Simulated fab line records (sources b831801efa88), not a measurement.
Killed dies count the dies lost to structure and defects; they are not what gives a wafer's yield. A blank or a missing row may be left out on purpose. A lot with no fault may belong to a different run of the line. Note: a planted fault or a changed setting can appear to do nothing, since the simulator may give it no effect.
fab line records || flow sky130
record: {"lots": 14, "wafers": 42, "last_day": 50}
route steps=708 shown POLY_CUT@317 PAD_OPEN@708
lots that met no fault: from a run of the same line without faults
start_h: hours from the record's first day to the start of the lot's first wafer shown || wait_h: time in hours since the lot's previous step || " repeats the value in the row above || L1.1+2: one row covering several wafers at once || - no value, or no start was given || * or withheld: withheld || < > ~ a bound
route shown NAME@n: names a module that has steps shown in the file, with the first one's number in the route || usual: the fault-free wafers' mean and standard deviation || same: alike in all rows || chamber/n: place in a boat || sites: the reading at each site || _std_site: how widely they spread, as a standard deviation || _edge_site: mean of outer sites minus mean of inner sites || radius_mm: for every site, how far away it sits from the centre of the wafer || mask NAME#n: copy n || behind: the most recent tool/chamber to have shaped the wafer || hold: why the lot was held/for how many hours/how that ended || device: transistor that didn't switch, given as n, p or np || end of line: the route-end tests of the same wafers || a step without rows: its recipe alone || killed: dies lost to structure and defects at the first sort, not the wafer's yield || map: dies across one wafer; x = killed, . = not, _ = none there
set.NAME: the setting the step ran with; set.NAME@STEP: the setting that earlier step ran with || model.NAME: the simulator's own value behind a step, which no gauge read
steps of the route over a sample of lots; a table a step, a row a wafer
services: from which hour (start_h, from the record's first day; less than 0 if before it) a tool's chamber was out of use, for how many hours, and why
== steps ==
step: SKY_POLY_CUT_ETCH_10
recipe: {"chemistry": "N2/H2", "target": "BARC", "ion_energy_ev": 200, "source_w": 500, "bias_w": 100, "pressure_mtorr": 30, "n2_flow_sccm": 100, "h2_flow_sccm": 200, "stop_on": "SiO2", "time_s": 45.9, "target_depth_a": 600}
usual: {"chamber_pressure_mTorr": "30.00/0.034", "drypump_motor_current_A": "5.7/0.46", "n2_flow_sccm": "99.9/0.31", "oes_product_au": "0.853/0.0045", "throttle_valve_pct": "13.225/0.0085"}
{"lot.wafer": "L347.2", "tool": "rie_diel-04", "chamber": 1, "start_h": 552.54, "wait_h": 0.0, "chamber_pressure_mTorr": 29.99, "drypump_motor_current_A": 5.6, "n2_flow_sccm": 99.6, "oes_product_au": 0.848, "rf_hours_counter_h": 11, "throttle_valve_pct": 13.228}
{"lot.wafer": "L347.3", "tool": "rie_diel-04", "chamber": 3, "start_h": 552.54, "wait_h": 0.0, "chamber_pressure_mTorr": 30.03, "drypump_motor_current_A": 5.7, "n2_flow_sccm": 99.8, "oes_product_au": 0.857, "rf_hours_counter_h": 13, "throttle_valve_pct": 13.222}
{"lot.wafer": "L347.4", "tool": "rie_diel-04", "chamber": 0, "start_h": 552.54, "wait_h": 0.0, "chamber_pressure_mTorr": 29.98, "drypump_motor_current_A": 6.2, "n2_flow_sccm": 99.7, "oes_product_au": 0.851, "rf_hours_counter_h": 76, "throttle_valve_pct": 13.211}
{"lot.wafer": "L349.1", "tool": "rie_diel-04", "chamber": 3, "start_h": 569.68, "wait_h": 0.0, "chamber_pressure_mTorr": 29.98, "drypump_motor_current_A": 5.7, "n2_flow_sccm": 100.0, "oes_product_au": 0.851, "rf_hours_counter_h": 13, "throttle_valve_pct": 13.212}
{"lot.wafer": "L349.2", "tool": "rie_diel-04", "chamber": 0, "start_h": 569.68, "wait_h": 0.0, "chamber_pressure_mTorr": 29.97, "drypump_motor_current_A": 6.2, "n2_flow_sccm": 99.7, "oes_product_au": 0.857, "rf_hours_counter_h": 76, "throttle_valve_pct": 13.215}
{"lot.wafer": "L349.6", "tool": "rie_diel-04", "chamber": 2, "start_h": 569.68, "wait_h": 0.0, "chamber_pressure_mTorr": 29.98, "drypump_motor_current_A": 5.4, "n2_flow_sccm": 99.9, "oes_product_au": 0.854, "rf_hours_counter_h": "-", "throttle_valve_pct": 13.227}
{"lot.wafer": "L350.2", "tool": "rie_diel-04", "chamber": 0, "start_h": 583.49, "wait_h": 0.0, "chamber_pressure_mTorr": 29.99, "drypump_motor_current_A": 6.1, "n2_flow_sccm": 99.8, "oes_product_au": 0.854, "rf_hours_counter_h": 76, "throttle_valve_pct": 13.226}
{"lot.wafer": "L350.4", "tool": "rie_diel-04", "chamber": 0, "start_h": 583.49, "wait_h": 0.0, "chamber_pressure_mTorr": 30.02, "drypump_motor_current_A": 6.2, "n2_flow_sccm": 100.0, "oes_product_au": 0.857, "rf_hours_counter_h": "-", "throttle_valve_pct": 13.229}
{"lot.wafer": "L350.6", "tool": "rie_diel-04", "chamber": 2, "start_h": 583.49, "wait_h": 0.0, "chamber_pressure_mTorr": 29.98, "drypump_motor_current_A": 5.4, "n2_flow_sccm": 99.8, "oes_product_au": 0.855, "rf_hours_counter_h": "-", "throttle_valve_pct": 13.222}
{"lot.wafer": "L351.1", "tool": "rie_diel-04", "chamber": 3, "start_h": 596.59, "wait_h": 0.0, "chamber_pressure_mTorr": 30.04, "drypump_motor_current_A": 5.7, "n2_flow_sccm": 99.5, "oes_product_au": 0.848, "rf_hours_counter_h": 14, "throttle_valve_pct": 13.216}
{"lot.wafer": "L351.5", "tool": "rie_diel-04", "chamber": 1, "start_h": 596.59, "wait_h": 0.0, "chamber_pressure_mTorr": 29.95, "drypump_motor_current_A": 5.6, "n2_flow_sccm": 100.1, "oes_product_au": 0.858, "rf_hours_counter_h": "-", "throttle_valve_pct": 13.234}
{"lot.wafer": "L351.6", "tool": "rie_diel-04", "chamber": 3, "start_h": 596.59, "wait_h": 0.0, "chamber_pressure_mTorr": 30.01, "drypump_motor_current_A": 5.7, "n2_flow_sccm": 99.0, "oes_product_au": 0.856, "rf_hours_counter_h": "-", "throttle_valve_pct": 13.219}
{"lot.wafer": "L352.1", "tool": "rie_diel-03", "chamber": 1, "start_h": 601.04, "wait_h": 0.0, "chamber_pressure_mTorr": 30.04, "drypump_motor_current_A": 6.2, "n2_flow_sccm": 100.2, "oes_product_au": 0.856, "rf_hours_counter_h": 9, "throttle_valve_pct": 13.213}
{"lot.wafer": "L352.3", "tool": "rie_diel-03", "chamber": 2, "start_h": 601.04, "wait_h": 0.0, "chamber_pressure_mTorr": 29.97, "drypump_motor_current_A": 6.3, "n2_flow_sccm": 100.3, "oes_product_au": 0.856, "rf_hours_counter_h": 15, "throttle_valve_pct": 13.213}
{"lot.wafer": "L352.4", "tool": "rie_diel-03", "chamber": 3, "start_h": 601.04, "wait_h": 0.0, "chamber_pressure_mTorr": 29.95, "drypump_motor_current_A": 4.7, "n2_flow_sccm": 99.6, "oes_product_au": 0.857, "rf_hours_counter_h": 39, "throttle_valve_pct": 13.231}
{"lot.wafer": "L353.3", "tool": "rie_diel-03", "chamber": 1, "start_h": 612.64, "wait_h": 0.0, "chamber_pressure_mTorr": 30.01, "drypump_motor_current_A": 6.2, "n2_flow_sccm": 99.5, "oes_product_au": 0.855, "rf_hours_counter_h": 9, "throttle_valve_pct": 13.222}
{"lot.wafer": "L353.4", "tool": "rie_diel-03", "chamber": 0, "start_h": 612.64, "wait_h": 0.0, "chamber_pressure_mTorr": 30.00, "drypump_motor_current_A": 5.6, "n2_flow_sccm": 99.6, "oes_product_au": 0.845, "rf_hours_counter_h": 6, "throttle_valve_pct": 13.218}
{"lot.wafer": "L353.5", "tool": "rie_diel-03", "chamber": 1, "start_h": 612.64, "wait_h": 0.0, "chamber_pressure_mTorr": 29.97, "drypump_motor_current_A": 6.2, "n2_flow_sccm": 99.3, "oes_product_au": 0.854, "rf_hours_counter_h": "-", "throttle_valve_pct": 13.224}
{"lot.wafer": "L356.2", "tool": "rie_diel-03", "chamber": 3, "start_h": 649.34, "wait_h": 0.0, "chamber_pressure_mTorr": 29.98, "drypump_motor_current_A": 4.7, "n2_flow_sccm": 99.8, "oes_product_au": 0.852, "rf_hours_counter_h": 40, "throttle_valve_pct": 13.225}
{"lot.wafer": "L356.4", "tool": "rie_diel-03", "chamber": 2, "start_h": 649.34, "wait_h": 0.0, "chamber_pressure_mTorr": 30.01, "drypump_motor_current_A": 6.3, "n2_flow_sccm": 100.2, "oes_product_au": 0.854, "rf_hours_counter_h": 16, "throttle_valve_pct": 13.219}
{"lot.wafer": "L356.5", "tool": "rie_diel-03", "chamber": 3, "start_h": 649.34, "wait_h": 0.0, "chamber_pressure_mTorr": 29.99, "drypump_motor_current_A": 4.7, "n2_flow_sccm": 99.6, "oes_product_au": 0.857, "rf_hours_counter_h": "-", "throttle_valve_pct": 13.223}
{"lot.wafer": "L358.2", "tool": "rie_diel-03", "chamber": 0, "start_h": 660.34, "wait_h": 0.0, "chamber_pressure_mTorr": 30.02, "drypump_motor_current_A": 5.6, "n2_flow_sccm": 99.7, "oes_product_au": 0.850, "rf_hours_counter_h": 7, "throttle_valve_pct": 13.218}
{"lot.wafer": "L358.4", "tool": "rie_diel-03", "chamber": 2, "start_h": 660.34, "wait_h": 0.0, "chamber_pressure_mTorr": 29.98, "drypump_motor_current_A": 6.3, "n2_flow_sccm": 100.5, "oes_product_au": 0.852, "rf_hours_counter_h": 16, "throttle_valve_pct": 13.234}
{"lot.wafer": "L358.6", "tool": "rie_diel-03", "chamber": 1, "start_h": 660.34, "wait_h": 0.0, "chamber_pressure_mTorr": 30.03, "drypump_motor_current_A": 6.2, "n2_flow_sccm": 100.0, "oes_product_au": 0.851, "rf_hours_counter_h": "-", "throttle_valve_pct": 13.216}
{"lot.wafer": "L363.1", "tool": "rie_diel-02", "chamber": 2, "start_h": 694.94, "wait_h": 0.0, "chamber_pressure_mTorr": 30.02, "drypump_motor_current_A": 5.6, "n2_flow_sccm": 99.8, "oes_product_au": 0.854, "rf_hours_counter_h": 7, "throttle_valve_pct": 13.228}
{"lot.wafer": "L363.5", "tool": "rie_diel-02", "chamber": 3, "start_h": 694.94, "wait_h": 0.0, "chamber_pressure_mTorr": 29.96, "drypump_motor_current_A": 5.5, "n2_flow_sccm": 99.9, "oes_product_au": 0.862, "rf_hours_counter_h": "-", "throttle_valve_pct": 13.244}
{"lot.wafer": "L363.6", "tool": "rie_diel-02", "chamber": 2, "start_h": 694.94, "wait_h": 0.0, "chamber_pressure_mTorr": 30.06, "drypump_motor_current_A": 5.6, "n2_flow_sccm": 99.7, "oes_product_au": 0.864, "rf_hours_counter_h": "-", "throttle_valve_pct": 13.232}
{"lot.wafer": "L365.4", "tool": "rie_diel-04", "chamber": 3, "start_h": 713.00, "wait_h": 0.0, "chamber_pressure_mTorr": 30.02, "drypump_motor_current_A": 5.7, "n2_flow_sccm": 100.0, "oes_product_au": 0.852, "rf_hours_counter_h": "-", "throttle_valve_pct": 13.228}
{"lot.wafer": "L365.5", "tool": "rie_diel-04", "chamber": 2, "start_h": 713.00, "wait_h": 0.0, "chamber_pressure_mTorr": 30.03, "drypump_motor_current_A": 5.4, "n2_flow_sccm": 99.9, "oes_product_au": 0.845, "rf_hours_counter_h": "-", "throttle_valve_pct": 13.238}
{"lot.wafer": "L365.6", "tool": "rie_diel-04", "chamber": 1, "start_h": 713.00, "wait_h": 0.0, "chamber_pressure_mTorr": 29.99, "drypump_motor_current_A": 5.7, "n2_flow_sccm": 99.8, "oes_product_au": 0.855, "rf_hours_counter_h": "-", "throttle_valve_pct": 13.220}
{"lot.wafer": "L367.4", "tool": "rie_diel-03", "chamber": 0, "start_h": 735.64, "wait_h": 0.0, "chamber_pressure_mTorr": 29.98, "drypump_motor_current_A": 5.6, "n2_flow_sccm": 99.5, "oes_product_au": 0.847, "rf_hours_counter_h": 9, "throttle_valve_pct": 13.233}
{"lot.wafer": "L367.5", "tool": "rie_diel-03", "chamber": 0, "start_h": 735.64, "wait_h": 0.0, "chamber_pressure_mTorr": 30.02, "drypump_motor_current_A": 5.6, "n2_flow_sccm": 100.0, "oes_product_au": 0.853, "rf_hours_counter_h": "-", "throttle_valve_pct": 13.228}
{"lot.wafer": "L367.6", "tool": "rie_diel-03", "chamber": 3, "start_h": 735.64, "wait_h": 0.0, "chamber_pressure_mTorr": 30.00, "drypump_motor_current_A": 4.7, "n2_flow_sccm": 100.1, "oes_product_au": 0.860, "rf_hours_counter_h": "-", "throttle_valve_pct": 13.218}
{"lot.wafer": "L368.1", "tool": "rie_diel-02", "chamber": 1, "start_h": 739.24, "wait_h": 0.0, "chamber_pressure_mTorr": 29.99, "drypump_motor_current_A": 5.9, "n2_flow_sccm": 100.5, "oes_product_au": 0.858, "rf_hours_counter_h": 9, "throttle_valve_pct": 13.218}
{"lot.wafer": "L368.4", "tool": "rie_diel-02", "chamber": 3, "start_h": 739.24, "wait_h": 0.0, "chamber_pressure_mTorr": 29.95, "drypump_motor_current_A": 5.5, "n2_flow_sccm": 99.9, "oes_product_au": 0.856, "rf_hours_counter_h": 5, "throttle_valve_pct": 13.232}
{"lot.wafer": "L368.5", "tool": "rie_diel-02", "chamber": 0, "start_h": 739.24, "wait_h": 0.0, "chamber_pressure_mTorr": 30.01, "drypump_motor_current_A": 6.3, "n2_flow_sccm": 99.6, "oes_product_au": 0.852, "rf_hours_counter_h": "-", "throttle_valve_pct": 13.227}
{"lot.wafer": "L370.1", "tool": "rie_diel-03", "chamber": 2, "start_h": 741.69, "wait_h": 0.0, "chamber_pressure_mTorr": 30.00, "drypump_motor_current_A": 6.3, "n2_flow_sccm": 99.7, "oes_product_au": 0.851, "rf_hours_counter_h": 18, "throttle_valve_pct": 13.225}
{"lot.wafer": "L370.4", "tool": "rie_diel-03", "chamber": 3, "start_h": 741.69, "wait_h": 0.0, "chamber_pressure_mTorr": 30.03, "drypump_motor_current_A": 4.7, "n2_flow_sccm": 100.2, "oes_product_au": 0.856, "rf_hours_counter_h": 42, "throttle_valve_pct": 13.240}
{"lot.wafer": "L370.5", "tool": "rie_diel-03", "chamber": 3, "start_h": 741.69, "wait_h": 0.0, "chamber_pressure_mTorr": 29.99, "drypump_motor_current_A": 4.7, "n2_flow_sccm": 100.4, "oes_product_au": 0.849, "rf_hours_counter_h": "-", "throttle_valve_pct": 13.222}
{"lot.wafer": "L369.2", "tool": "rie_diel-02", "chamber": 0, "start_h": 744.49, "wait_h": 0.0, "chamber_pressure_mTorr": 30.03, "drypump_motor_current_A": 6.4, "n2_flow_sccm": 99.8, "oes_product_au": 0.857, "rf_hours_counter_h": 42, "throttle_valve_pct": 13.232}
{"lot.wafer": "L369.3", "tool": "rie_diel-02", "chamber": 2, "start_h": 744.49, "wait_h": 0.0, "chamber_pressure_mTorr": 29.97, "drypump_motor_current_A": 5.6, "n2_flow_sccm": 100.1, "oes_product_au": 0.864, "rf_hours_counter_h": 8, "throttle_valve_pct": 13.238}
{"lot.wafer": "L369.4", "tool": "rie_diel-02", "chamber": 3, "start_h": 744.49, "wait_h": 0.0, "chamber_pressure_mTorr": 29.96, "drypump_motor_current_A": 5.5, "n2_flow_sccm": 100.5, "oes_product_au": 0.857, "rf_hours_counter_h": 5, "throttle_valve_pct": 13.226}
step: SKY_PAD_OPEN_PROBE_99
usual: {"killed_at_M0_to_M3": "44/7", "killed_at_M4_up": "3.2/2", "killed_at_contacts": "25/5.3", "killed_at_front_end": "15/4.3", "killed_at_other": "0.3/0.54", "killed_dies": "86/8.7", "killed_on_rim": "17/3.6", "killed_open": "47/6.4", "killed_short": "39/5.6"}
same: {"gross_dies": 492, "killed_at_back_side": 0}
{"lot.wafer": "L356.2", "tool": "prober-02", "chamber": "-", "start_h": 1134.99, "wait_h": 0.1, "killed_at_M0_to_M3": 50, "killed_at_M4_up": 2, "killed_at_contacts": 18, "killed_at_front_end": 13, "killed_at_other": 0, "killed_dies": 83, "killed_on_rim": 16, "killed_open": 45, "killed_short": 38}
{"lot.wafer": "L356.4", "tool": "prober-02", "chamber": "-", "start_h": 1135.09, "wait_h": 0.2, "killed_at_M0_to_M3": 47, "killed_at_M4_up": 4, "killed_at_contacts": 28, "killed_at_front_end": 56, "killed_at_other": 0, "killed_dies": 135, "killed_on_rim": 33, "killed_open": 53, "killed_short": 40}
{"lot.wafer": "L356.5", "tool": "prober-02", "chamber": "-", "start_h": 1135.14, "wait_h": 0.2, "killed_at_M0_to_M3": 48, "killed_at_M4_up": 3, "killed_at_contacts": 28, "killed_at_front_end": 11, "killed_at_other": 0, "killed_dies": 90, "killed_on_rim": 16, "killed_open": 48, "killed_short": 42}
{"lot.wafer": "L358.2", "tool": "prober-02", "chamber": "-", "start_h": 1144.10, "wait_h": 0.1, "killed_at_M0_to_M3": 45, "killed_at_M4_up": 4, "killed_at_contacts": 26, "killed_at_front_end": 15, "killed_at_other": 0, "killed_dies": 90, "killed_on_rim": 23, "killed_open": 46, "killed_short": 43}
{"lot.wafer": "L358.4", "tool": "prober-02", "chamber": "-", "start_h": 1144.20, "wait_h": 0.2, "killed_at_M0_to_M3": 40, "killed_at_M4_up": 1, "killed_at_contacts": 14, "killed_at_front_end": 58, "killed_at_other": 1, "killed_dies": 114, "killed_on_rim": 21, "killed_open": 39, "killed_short": 32}
{"lot.wafer": "L358.6", "tool": "prober-02", "chamber": "-", "start_h": 1144.30, "wait_h": 0.2, "killed_at_M0_to_M3": 46, "killed_at_M4_up": 5, "killed_at_contacts": 20, "killed_at_front_end": 20, "killed_at_other": 1, "killed_dies": 92, "killed_on_rim": 23, "killed_open": 50, "killed_short": 42}
killed by level:class
L356.2 VIA1:geometric_particle:open=13 VIA3:geometric_particle:open=8 VIA1:geometric_particle:short=6 LI_CONTACT:geometric_particle:short=5 METAL1:geometric_particle:short=5 VIA2:geometric_particle:open=5 CONTACT:geometric_particle:open=4 METAL2:geometric_particle:short=4
L356.4 POLY_CUT:unspecified=42 VIA1:geometric_particle:open=12 CONTACT:geometric_particle:open=9 LI_CONTACT:geometric_particle:open=8 METAL1:geometric_particle:short=6 POLY_GATE:geometric_particle:open=5 VIA3:geometric_particle:open=5 VIA1:geometric_particle:short=5
L356.5 VIA1:geometric_particle:open=13 CONTACT:geometric_particle:open=8 VIA3:geometric_particle:short=7 METAL1:geometric_particle:short=7 CONTACT:geometric_particle:short=6 LI_CONTACT:geometric_particle:open=5 VIA3:geometric_particle:open=5 VIA2:geometric_particle:open=5
L358.2 CONTACT:geometric_particle:open=10 VIA1:geometric_particle:open=9 METAL2:geometric_particle:short=8 LI_CONTACT:geometric_particle:open=7 METAL1:geometric_particle:short=6 VIA2:geometric_particle:open=6 LOCAL_INTERCONNECT:geometric_particle:short=5 VIA1:geometric_particle:short=5
L358.4 POLY_CUT:unspecified=41 VIA1:geometric_particle:open=7 VIA1:geometric_particle:short=6 VIA3:geometric_particle:open=6 CONTACT:geometric_particle:open=5 VIA2:geometric_particle:short=5 POLY_GATE:geometric_particle:open=4 LI_CONTACT:geometric_particle:open=4
L358.6 VIA3:geometric_particle:open=11 LI_CONTACT:geometric_particle:open=8 VIA1:geometric_particle:open=8 VIA2:geometric_particle:open=7 CONTACT:geometric_particle:open=6 FIELD_ISO:geometric_particle:short=5 POLY_GATE:geometric_particle:short=5 METAL4:geometric_particle:short=4
== services ==
{"tool": "rie_diel-03", "chamber": 3, "start_h": 530.59, "hours": 4.7, "kind": "repair"}
{"tool": "rie_diel-02", "chamber": 3, "start_h": 547.40, "hours": 12.8, "kind": "repair"}
{"tool": "rie_diel-04", "chamber": 3, "start_h": 582.38, "hours": 11.1, "kind": "repair"}
{"tool": "rie_diel-04", "chamber": 0, "start_h": 593.47, "hours": "-", "kind": "clean"}
{"tool": "rie_diel-04", "chamber": 0, "start_h": 593.47, "hours": 18.4, "kind": "scheduled_down"}
{"tool": "rie_diel-04", "chamber": 0, "start_h": 593.47, "hours": 18.4, "kind": "vent_cycle"}
{"tool": "rie_diel-03", "chamber": "-", "start_h": 614.20, "hours": 2.8, "kind": "pm"}
{"tool": "rie_diel-03", "chamber": 2, "start_h": 619.15, "hours": 7.9, "kind": "repair"}
{"tool": "rie_diel-02", "chamber": 1, "start_h": 631.04, "hours": 6.1, "kind": "repair"}
{"tool": "rie_diel-02", "chamber": "-", "start_h": 634.78, "hours": 1.0, "kind": "repair"}
{"tool": "rie_diel-02", "chamber": 1, "start_h": 658.65, "hours": 12.2, "kind": "repair"}
{"tool": "rie_diel-02", "chamber": 3, "start_h": 680.28, "hours": 5.5, "kind": "repair"}
{"tool": "rie_diel-02", "chamber": 1, "start_h": 701.41, "hours": 13.0, "kind": "repair"}
{"tool": "rie_diel-02", "chamber": "-", "start_h": 710.57, "hours": 0.6, "kind": "repair"}
{"tool": "rie_diel-04", "chamber": 0, "start_h": 712.86, "hours": 12.1, "kind": "repair"}
== key ==
first_sign: {"step": "SKY_PAD_OPEN_PROBE_99", "reading": "killed_at_front_end", "direction": "up", "sigmas": 9.9, "usual": 15, "struck": 57}
effect: {"step": "SKY_PAD_OPEN_PROBE_99", "reading": "killed_dies", "direction": "up", "sigmas": 4.4, "usual": 86, "struck": 124}
met_at SKY_POLY_CUT_ETCH_10
struck_lots L356,L358
struck_wafers L356.4,L358.4
tester_left_out L356,L358
onset_between 601.04 649.34
fault: {"kind": "chamber_particle_source", "tool": "rie_diel-03", "chamber": 2, "onset_h": 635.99, "steps": "SKY_POLY_CUT_ETCH_10", "rate_per_visit_cm2": 2.2499, "end_h": 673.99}
tester_left_out: of these lots the tester's yield and bins aren't shown, on N5 and GAA mostly nor the transistor test; their killed dies are dies lost to structure and defects alone, not to doping, threshold or leakage, so they don't give the yield
